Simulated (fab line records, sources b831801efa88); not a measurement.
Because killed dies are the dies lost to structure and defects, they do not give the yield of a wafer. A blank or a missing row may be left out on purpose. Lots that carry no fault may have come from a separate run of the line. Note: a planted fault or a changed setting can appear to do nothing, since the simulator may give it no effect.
Code-filled problem report in 8D (eight disciplines) form || flow gf180mcu || the parts of the form that need people (team, actions taken, sign-off) are left out

== 1. PROBLEM STATEMENT ==
Across 3 wafers from 2 lots, PASSIVATION_CVD_00_THK at GF_PASSIVATION_THK_MEAS_01 averages 601 nm, while fault-free wafers read 1000 nm with a standard deviation of 13. Relative to the usual mean, that is a shift of -31 standard deviations.
First seen on wafer L155.4, day 29 04:37, on film_metro-01. Wafers with a number at this step in the record: 36, from 12 lots. Rule for "out", or "out of limits": more than 4 standard deviations from the usual mean. Any other wafer with a number is counted as sound.

== 2. WHAT IT IS, AND WHAT IT ISN'T ==
{"question": "which readings at this step", "is": "PASSIVATION_CVD_00_THK", "is not": "-"}
{"question": "which lots", "is": "L155, L156", "is not": "L151, L152, L153, L154, L160, L164, L166, L170, L172, L174"}
{"question": "which wafers of those lots", "is": "L155.4, L156.4, L156.6", "is not": "L155.1, L155.2, L156.2"}
{"question": "read on which gauges", "is": "film_metro-01", "is not": "film_metro-02, film_metro-04"}
{"question": "when", "is": "from day 29 04:37", "is not": "up to then (11 sound wafers); but 22 sound wafers of L154, L156, L160, L164, L166, L170, L172, L174 came after"}

== 3. WHAT RULES OUT EACH SUSPECT ==
Counting: any tool at a process step up to the reading remains a suspect provided it ran every lot that is out. Sound lots after the first of them don't rule it out here, since some wafers of a struck lot are sound.
- ruled out: the gauge at GF_PASSIVATION_THK_MEAS_01. All the wafers that are out were read on film_metro-01, but those of them that GF_PASSIVATION_ETCH_11 has rows for are out there too, on other tools.
- pecvd-04 at GF_PASSIVATION_CVD_00 (deposits SiO2 from TEOS, target thk 1000 nm, time 111.95 s): kept. It ran every lot that is out, first L155 (day 29 04:32); its last sound lot up to then is L153 (day 28 12:03).
The count leaves pecvd-04 at GF_PASSIVATION_CVD_00.

== 4. THE CAUSE (what the simulator had put in) ==
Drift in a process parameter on pecvd-04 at GF_PASSIVATION_CVD_00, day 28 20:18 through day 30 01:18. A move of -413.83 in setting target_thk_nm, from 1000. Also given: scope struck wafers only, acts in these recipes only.
Only this tool survived the counting.

== 5. THE EFFECT CHAIN, in route order ==
One row per reading whose mean, taken over the struck wafers that have a number, lies over 3 standard deviations from the usual. Readings are gone through only where the record gives a usual standard deviation; hours: the median, over the lots, of the time from a lot's start at the first step in this table giving one to that lot's start at this step; sigmas: the change measured in usual standard deviations.
{"hours": 0, "step": "GF_PASSIVATION_THK_MEAS_01", "reading": "PASSIVATION_CVD_00_THK", "usual": "1000 nm", "on struck wafers": 601, "change": -399, "sigmas": -31}
{"hours": 19, "step": "GF_PASSIVATION_ETCH_11", "reading": "oes_product_au", "usual": "0.962 a.u.", "on struck wafers": 0.830, "change": -0.132, "sigmas": -17}
{"hours": 19, "step": "GF_PASSIVATION_ETCH_11", "reading": "throttle_valve_pct", "usual": "5.960 %", "on struck wafers": 5.917, "change": -0.043, "sigmas": -4.7}
Its process steps:
- GF_PASSIVATION_ETCH_11: etches the open film in CF4/O2, stops on TiN, target depth 1800 nm, time 400 s.
Later steps that measure or inspect, where all struck wafers having a row at the step show a number for every such reading and not one has moved that far: GF_PASSIVATION_THK_MEAS_03.

== 6. HOW IT WOULD HAVE BEEN CAUGHT EARLIER ==
In this record the first reading out of limits at a measuring or inspecting step was taken at day 29 04:37, 8 hours after the fault began at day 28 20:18.
Tool readings at GF_PASSIVATION_CVD_00 with a usual standard deviation given in the record: none out on any struck wafer, hence no alarm at a limit of 4 standard deviations on them.
Lots out: 2; of these, L156 started GF_PASSIVATION_CVD_00 on pecvd-04 after day 29 04:37. A tool hold placed at that time would have kept it from harm.
